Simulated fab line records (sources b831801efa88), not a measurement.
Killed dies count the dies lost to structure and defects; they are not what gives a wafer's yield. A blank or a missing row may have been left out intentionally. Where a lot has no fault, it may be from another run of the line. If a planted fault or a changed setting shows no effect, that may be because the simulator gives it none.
Matching of chambers	flow sky130	cmp-01 running SKY_CONTACT_CMP_04: 4 sister chambers
The step polishes SiO2. 8 wafers are shown with their chamber, then 8 later ones without.

## EACH WAFER AND ITS CHAMBER
wafer	chamber	motor-current-A (A)	time-to-endpoint-s (s)
L943.3	0	11.2	81
L945.4	1	13.4	83
L949.1	3	13.3	84
L949.5	3	13.5	82
L957.1	1	13.4	85
L957.3	0	10.9	82
L957.4	2	10.5	77
L958.1	2	10.7	86

## WAFERS WITH NO CHAMBER GIVEN
wafer	motor-current-A (A)	time-to-endpoint-s (s)
L958.4	13.6	82
L958.6	10.5	85
L964.1	11.0	79
L964.4	10.5	78
L964.5	13.1	81
L965.1	13.8	84
L965.3	10.2	83
L965.4	13.9	81

## CHAMBER TAKEN BY EACH
wafer	from the rows above	in truth
L958.4	can't be placed: 3 or 1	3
L958.6	2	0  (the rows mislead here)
L964.1	0	0
L964.4	2	2
L964.5	can't be placed: 3 or 1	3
L965.1	can't be placed: 1 or 3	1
L965.3	2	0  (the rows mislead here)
L965.4	can't be placed: 3 or 1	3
Placed correctly: 2 of 8. These rows do not allow placing 4 (true chamber among the candidates in 4). 2 placed wrongly.
How it was worked out, from the rows above alone: a wafer's distance from a chamber is the root of the sum, over the readings, of the square of ((its reading less the chamber's mean) divided by the reading's scatter). If the next closest chamber is less than 2 further off than the closest, the wafer can't be placed; otherwise it belongs to the closest. For every chamber, the mean is computed from those of its wafers that are shown. How the scatter is found: for the shown wafers, subtract from each reading the mean of its chamber, square and add these, divide the total by (wafers less chambers), then take the root.
